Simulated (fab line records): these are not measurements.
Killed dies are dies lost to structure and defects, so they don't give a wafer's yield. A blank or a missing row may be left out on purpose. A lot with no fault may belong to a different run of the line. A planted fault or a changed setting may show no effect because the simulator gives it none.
Chamber matching    flow sky130    4 sister chambers for SKY_VIA1_ETCH_14 on rie-diel-02
The step etches BARC in N2/H2, stops on SiO2, time 45.9 s, target depth 60 nm. 4 wafers are shown with their chamber, then 8 later ones without.

## WAFERS PAIRED WITH THEIR CHAMBERS
wafer   chamber  drypump-motor-current-A (A)
L082.5  0        5.64
L088.2  1        5.91
L088.6  3        5.32
L090.1  2        5.57

## WAFERS WITHOUT THEIR CHAMBER
wafer   drypump-motor-current-A (A)
L090.2  5.92
L090.4  5.33
L091.4  5.64
L091.5  5.32
L091.6  5.56
L093.1  5.92
L093.4  5.57
L093.5  5.94

## WHICH CHAMBER EACH WENT THROUGH
wafer   from the rows above  in truth
L090.2  1                    1
L090.4  3                    3
L091.4  0                    0
L091.5  3                    3
L091.6  2                    2
L093.1  1                    1
L093.4  2                    2
L093.5  1                    1
Correct placement for 8 of the 8. Can't be placed from these rows: 0. Wrongly placed: 0.
How it was worked out, from the rows above alone: a wafer's distance from a chamber is the root of the sum, over the readings, of the square of ((its reading less the chamber's mean) divided by the reading's scatter). The wafer belongs to the nearest chamber; if the next one is less than 2 further off, it can't be placed. The mean given for a chamber averages the wafers shown for that chamber. The scatter (one wafer shown for each chamber): square how far every hidden wafer sits from the nearest shown wafer, average those squares and take the square root.
